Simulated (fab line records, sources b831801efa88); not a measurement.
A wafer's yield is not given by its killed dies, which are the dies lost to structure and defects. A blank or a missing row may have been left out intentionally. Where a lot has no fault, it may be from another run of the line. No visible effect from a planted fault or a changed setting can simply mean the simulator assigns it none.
Check for tools in common | flow gf180mcu | 11 lots and 42 wafers in the sample

## REASON FOR OPENING
At GF_VT_IMPLANT_RS_MEAS_46 the reading MVSD_RS is flagged on 3 of 11 lots. Fault-free wafers read 457.0 ohm/sq, with a standard deviation of 1.
Rule: a lot gets a flag if all its wafers with a number sit over 4 standard deviations from that mean, or if no wafer of it has a number. All remaining lots are regarded as sound.

lot  | measured     | on           | MVSD_RS (ohm/sq), wafer by wafer    | flag
L672 | day 7 18:51  | filmMetro-03 | 457.7 456.9 457.8                   | 
L675 | day 8 09:48  | filmMetro-03 | 456.5 457.3 458.0                   | 
L677 | day 9 03:10  | filmMetro-01 | 456.1 456.7 456.1                   | 
L678 | day 9 04:47  | filmMetro-03 | 457.6 458.0 458.7                   | 
L679 | day 9 12:54  | filmMetro-03 | 456.8 457.2 456.7                   | 
L680 | day 9 18:58  | filmMetro-01 | 456.0 455.3 454.8                   | 
L684 | day 10 20:07 | filmMetro-03 | 456.8 456.7 457.5                   | 
L685 | day 11 06:52 | filmMetro-01 | 455.4 455.6 456.1                   | 
L687 | day 11 16:51 | filmMetro-04 | 480.5 481.8 480.4 479.7 481.7 480.5 | FLAGGED
L688 | day 11 23:59 | filmMetro-03 | 479.7 480.9 479.9 480.2 480.3 479.0 | FLAGGED
L690 | day 12 12:46 | filmMetro-03 | 479.5 480.1 480.0 479.3 479.0 479.5 | FLAGGED
Average over the flagged lots: 480.1 ohm/sq; offset from the usual +23.1 ohm/sq, equal to +23 standard deviations.

## WHICH TOOL EACH LOT WENT THROUGH
Before the reading, the record contains 2 process steps out of a 602-step route. Every cell lists first the tool, next ch and the chambers used by the sampled wafers, and last the start.
lot  | flag    | GF_MVSD_IMPLANT_08             | GF_MVSD_STRIP_10
L672 |         | implanter-04 ch 0, day 4 14:26 | plasmaAsher-04 ch 0,1, day 4 14:44
L675 |         | implanter-04 ch 0, day 5 03:53 | plasmaAsher-04 ch 0,1, day 5 04:11
L677 |         | implanter-04 ch 0, day 5 18:47 | plasmaAsher-02 ch 0,1, day 5 19:05
L678 |         | implanter-03 ch 0, day 5 21:23 | plasmaAsher-04 ch 0,1, day 5 21:40
L679 |         | implanter-04 ch 0, day 6 04:05 | plasmaAsher-02 ch 0,1, day 6 04:23
L680 |         | implanter-01 ch 0, day 6 09:01 | plasmaAsher-02 ch 0,1, day 6 09:19
L684 |         | implanter-04 ch 0, day 7 06:35 | plasmaAsher-02 ch 0,1, day 7 06:52
L685 |         | implanter-01 ch 0, day 7 16:03 | plasmaAsher-04 ch 0,1, day 7 16:20
L687 | FLAGGED | implanter-04 ch 0, day 8 00:36 | plasmaAsher-03 ch 0,1, day 8 00:52
L688 | FLAGGED | implanter-04 ch 0, day 8 07:19 | plasmaAsher-04 ch 0,1, day 8 07:55
L690 | FLAGGED | implanter-04 ch 0, day 8 17:04 | plasmaAsher-03 ch 0,1, day 8 17:21
What is done by these steps:
- GF_MVSD_IMPLANT_08
- GF_MVSD_STRIP_10: strips in O2/N2.
- GF_VT_IMPLANT_RS_MEAS_46: measures by four-point-probe.

## FLAGGED OVER TOTAL, TOOL BY TOOL (the gauges that took the reading come last)
step                     | tool           | lots run | flagged | share of the flagged lots | sound lots run after its first flagged lot
GF_MVSD_IMPLANT_08       | implanter-01   | 2        | 0       | none                      | -
GF_MVSD_IMPLANT_08       | implanter-03   | 1        | 0       | none                      | -
GF_MVSD_IMPLANT_08       | implanter-04   | 8        | 3       | all                       | 0
GF_MVSD_STRIP_10         | plasmaAsher-02 | 4        | 0       | none                      | -
GF_MVSD_STRIP_10         | plasmaAsher-03 | 2        | 2       | some                      | 0
GF_MVSD_STRIP_10         | plasmaAsher-04 | 5        | 1       | some                      | 0
GF_VT_IMPLANT_RS_MEAS_46 | filmMetro-01   | 3        | 0       | none                      | -
GF_VT_IMPLANT_RS_MEAS_46 | filmMetro-03   | 7        | 2       | some                      | 0
GF_VT_IMPLANT_RS_MEAS_46 | filmMetro-04   | 1        | 1       | some                      | 0

## THE TABLE: WHAT IT ALLOWS
Rows of the table that ran each flagged lot: 1, that is implanter-04 at GF_MVSD_IMPLANT_08.
- implanter-04 at GF_MVSD_IMPLANT_08 ran 8 lots, 3 of them flagged. A fault beginning between L684 (day 7 06:35), its last sound lot, and L687 (day 8 00:36), its first flagged one, fits the data. Its own readings lie more than 4 standard deviations out on every wafer of the flagged lots: beamEnergyKeV.
Just one tool remains: implanter-04 at GF_MVSD_IMPLANT_08.

## WHAT THE SIMULATOR HAD INSERTED
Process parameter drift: implanter-04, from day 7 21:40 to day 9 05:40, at GF_MVSD_IMPLANT_08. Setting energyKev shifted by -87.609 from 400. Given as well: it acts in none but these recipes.
Struck lots among those shown: L687, L688, L690. The rule above reached the same finding.
